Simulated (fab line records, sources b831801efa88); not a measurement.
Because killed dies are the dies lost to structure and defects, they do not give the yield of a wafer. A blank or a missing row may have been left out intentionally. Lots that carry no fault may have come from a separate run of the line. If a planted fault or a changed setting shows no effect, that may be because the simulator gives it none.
Which tool did it? ; flow sky130 ; Sampling: 11 lots, 33 wafers, 5 of 708 route steps

WHAT THE GAUGES READ, wafer by wafer
No reading from a measuring or inspecting step in the record can be judged against a usual standard deviation.

WHICH TOOL RAN EACH LOT (tool, then ch and the chambers of the sampled wafers, then the start)
lot;SKY_LDD_N_IMPLANT_09;SKY_LDD_N_STRIP_16;SKY_LDD_HVN_STRIP_09;SKY_LDD_HVP_STRIP_09;SKY_SPACER_ETCHBACK_02
L260;implanter-03 ch 0, day 19 05:43;plasma-asher-04 ch 0,1, day 19 06:46;plasma-asher-01 ch 0,1, day 21 20:16;plasma-asher-02 ch 0,1, day 23 02:17;rie-diel-03 ch 2,3, day 24 12:09
L261;implanter-02 ch 0, day 19 17:40;plasma-asher-04 ch 0,1, day 19 18:43;plasma-asher-01 ch 0,1, day 22 08:40;plasma-asher-01 ch 0,1, day 23 15:22;rie-diel-04 ch 0,1,3, day 24 23:54
L262;implanter-02 ch 0, day 20 09:03;plasma-asher-04 ch 0,1, day 20 10:05;plasma-asher-04 ch 0,1, day 22 22:59;plasma-asher-04 ch 0,1, day 24 05:26;rie-diel-04 ch 0,1,2, day 25 14:05
L263;implanter-02 ch 0, day 20 20:29;plasma-asher-02 ch 0,1, day 20 21:32;plasma-asher-04 ch 0,1, day 23 10:35;plasma-asher-02 ch 0,1, day 24 16:17;rie-diel-04 ch 2,3, day 26 02:38
L264;implanter-04 ch 0, day 21 00:20;plasma-asher-03 ch 0,1, day 21 01:21;plasma-asher-04 ch 0,1, day 23 14:42;plasma-asher-01 ch 0,1, day 24 19:34;rie-diel-03 ch 0,2,3, day 26 05:20
L268;implanter-02 ch 0, day 22 06:42;plasma-asher-02 ch 1, day 22 07:44;plasma-asher-03 ch 0,1, day 24 19:11;plasma-asher-01 ch 0,1, day 26 01:11;rie-diel-02 ch 1,2, day 27 10:04
L270;implanter-02 ch 0, day 23 03:26;plasma-asher-02 ch 1, day 23 04:29;plasma-asher-04 ch 0,1, day 25 16:02;plasma-asher-01 ch 0,1, day 26 21:23;rie-diel-02 ch 2,3, day 28 04:47
L274;implanter-04 ch 0, day 24 08:01;plasma-asher-03 ch 0,1, day 24 09:03;plasma-asher-03 ch 0,1, day 26 21:00;plasma-asher-01 ch 0,1, day 28 01:40;rie-diel-02 ch 0,2, day 29 08:18
L276;implanter-03 ch 0, day 25 00:50;plasma-asher-03 ch 0,1, day 25 01:53;plasma-asher-03 ch 0,1, day 27 12:35;plasma-asher-02 ch 0,1, day 28 17:14;rie-diel-03 ch 0,1, day 30 02:53
L278;implanter-04 ch 0, day 26 06:37;plasma-asher-03 ch 0,1, day 26 07:40;plasma-asher-03 ch 0,1, day 28 17:43;plasma-asher-04 ch 0,1, day 29 22:47;rie-diel-03 ch 1,2,3, day 31 05:35
L279;implanter-03 ch 0, day 26 17:23;plasma-asher-04 ch 0,1, day 26 18:25;plasma-asher-04 ch 0,1, day 29 03:28;plasma-asher-02 ch 0,1, day 30 07:43;rie-diel-03 ch 0,1,3, day 31 14:08
- SKY_LDD_N_IMPLANT_09
- SKY_LDD_N_STRIP_16: strips in O2/N2.
- SKY_LDD_HVN_STRIP_09: strips in O2/N2.
- SKY_LDD_HVP_STRIP_09: strips in O2/N2.
- SKY_SPACER_ETCHBACK_02: etches Si3N4 in CH3F/O2, stops on SiO2, time 46.7 s, target depth 45 nm.

AS READ BY THE TOOLS THEMSELVES (means over the sampled wafers that have a number; for cases with no such wafer, the mark the record gives instead)
SKY_LDD_N_IMPLANT_09. Usual: beam-on-s 10.02 s, standard deviation 0.2; dose-ions-cm2 7.5e+13, standard deviation 8.1e+10; faraday-current-uA 422, standard deviation 8.5.
lot;tool;beam-on-s (s);dose-ions-cm2;faraday-current-uA;flag
L260;implanter-03;10.25;7.5e+13;413;
L261;implanter-02;10.04;7.5e+13;421;
L262;implanter-02;10.02;7.5e+13;422;
L263;implanter-02;9.92;7.5e+13;426;
L264;implanter-04;10.07;7.5e+13;421;
L268;implanter-02;10.58;9.7e+13;516;OFF
L270;implanter-02;10.55;9.7e+13;519;OFF
L274;implanter-04;10.27;7.5e+13;411;
L276;implanter-03;10.09;7.5e+13;419;
L278;implanter-04;10.02;7.5e+13;423;
L279;implanter-03;10.17;7.5e+13;416;

SKY_LDD_N_STRIP_16. Usual: drypump-motor-current-A 6.13 A, standard deviation 0.19; oes-product-au 0.406 a.u., standard deviation 0.0041; strip-time-to-endpoint-s 4.315 s, standard deviation 0.016.
lot;tool;drypump-motor-current-A (A);oes-product-au (a.u.);strip-time-to-endpoint-s (s);flag
L260;plasma-asher-04;6.20;0.406;4.305;
L261;plasma-asher-04;6.15;0.404;4.333;
L262;plasma-asher-04;6.18;0.404;4.310;
L263;plasma-asher-02;6.18;0.406;4.315;
L264;plasma-asher-03;5.87;0.406;4.308;
L268;plasma-asher-02;6.32;0.407;4.361;
L270;plasma-asher-02;6.35;0.412;4.397;OFF
L274;plasma-asher-03;6.03;0.406;4.340;
L276;plasma-asher-03;5.86;0.411;4.309;
L278;plasma-asher-03;5.85;0.407;4.317;
L279;plasma-asher-04;6.21;0.405;4.334;

SKY_LDD_HVN_STRIP_09. Usual: drypump-motor-current-A 5.97 A, standard deviation 0.26; oes-product-au 0.409 a.u., standard deviation 0.005; strip-time-to-endpoint-s 4.135 s, standard deviation 0.013.
lot;tool;drypump-motor-current-A (A);oes-product-au (a.u.);strip-time-to-endpoint-s (s);flag
L260;plasma-asher-01;5.57;0.405;4.133;
L261;plasma-asher-01;5.59;0.412;4.142;
L262;plasma-asher-04;6.15;0.410;4.139;
L263;plasma-asher-04;6.15;0.410;4.147;
L264;plasma-asher-04;6.17;0.405;4.144;
L268;plasma-asher-03;6.03;0.407;4.113;
L270;plasma-asher-04;6.14;0.405;4.153;
L274;plasma-asher-03;5.86;0.409;4.116;
L276;plasma-asher-03;5.87;0.413;4.142;
L278;plasma-asher-03;5.85;0.412;4.131;
L279;plasma-asher-04;6.19;0.406;4.135;

SKY_LDD_HVP_STRIP_09. Usual: drypump-motor-current-A 5.9 A, standard deviation 0.31; oes-product-au 0.409 a.u., standard deviation 0.0044; strip-time-to-endpoint-s 4.139 s, standard deviation 0.01.
lot;tool;drypump-motor-current-A (A);oes-product-au (a.u.);strip-time-to-endpoint-s (s);flag
L260;plasma-asher-02;6.2;0.412;4.134;
L261;plasma-asher-01;5.6;0.408;4.144;
L262;plasma-asher-04;6.2;0.411;4.141;
L263;plasma-asher-02;6.1;0.410;4.143;
L264;plasma-asher-01;5.7;0.405;4.136;
L268;plasma-asher-01;5.6;0.413;4.140;
L270;plasma-asher-01;5.7;0.408;4.132;
L274;plasma-asher-01;5.7;0.410;4.133;
L276;plasma-asher-02;6.1;0.411;4.137;
L278;plasma-asher-04;6.1;0.407;4.136;
L279;plasma-asher-02;6.2;0.408;4.136;

SKY_SPACER_ETCHBACK_02. Usual: drypump-motor-current-A 5.8 A, standard deviation 0.57; oes-product-au 0.855 a.u., standard deviation 0.0066; throttle-valve-pct 10.563 %, standard deviation 0.0094.
lot;tool;drypump-motor-current-A (A);oes-product-au (a.u.);throttle-valve-pct (%);flag
L260;rie-diel-03;5.9;0.856;10.566;
L261;rie-diel-04;5.4;0.857;10.565;
L262;rie-diel-04;5.6;0.851;10.560;
L263;rie-diel-04;5.4;0.851;10.559;
L264;rie-diel-03;5.9;0.865;10.561;
L268;rie-diel-02;5.3;0.848;10.567;
L270;rie-diel-02;6.2;0.853;10.553;
L274;rie-diel-02;5.9;0.857;10.566;
L276;rie-diel-03;6.0;0.850;10.560;
L278;rie-diel-03;6.2;0.858;10.558;
L279;rie-diel-03;6.3;0.850;10.557;

THE ANSWER, worked out from the rows above alone
Rule: a lot counts as off when the mean over its wafers that have a number is more than 3 standard deviations away from the usual mean. A lot without any number at a reading at which 4 lots or more have one is off too. The other lots that the step has rows for count as sound. After the gauges, taken in route order, come the tools' own readings; for these a lot's mean is taken, as printed above. At the first step where some lot is off, the reading lying furthest off is the one used; lots without a number count as furthest.
Off: L268, L270 (SKY_LDD_N_IMPLANT_09, dose-ions-cm2).
A tool fits if, at that step or a process step before it, it ran every lot that is off, and no sound lot after the first of them. One fits: implanter-02 at SKY_LDD_N_IMPLANT_09. A fault onset in the window from L263 (day 20 20:29, its last sound lot) to L268 (day 22 06:42, its first lot off) fits.
The tool's own readings at SKY_LDD_N_IMPLANT_09 bear it out: on the lots that are off they differ by more than 5 times the standard deviation of the sound lots' means. dose-ions-cm2 reads 9.7e+13 there against 7.5e+13 on the sound lots; faraday-current-uA reads 518 there against 419 on the sound lots.

WHAT THE SIMULATOR HAD PUT IN
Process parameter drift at SKY_LDD_N_IMPLANT_09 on implanter-02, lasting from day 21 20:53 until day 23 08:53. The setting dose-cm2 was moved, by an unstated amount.
Lots struck among those shown: L268, L270. The rule above found the same.
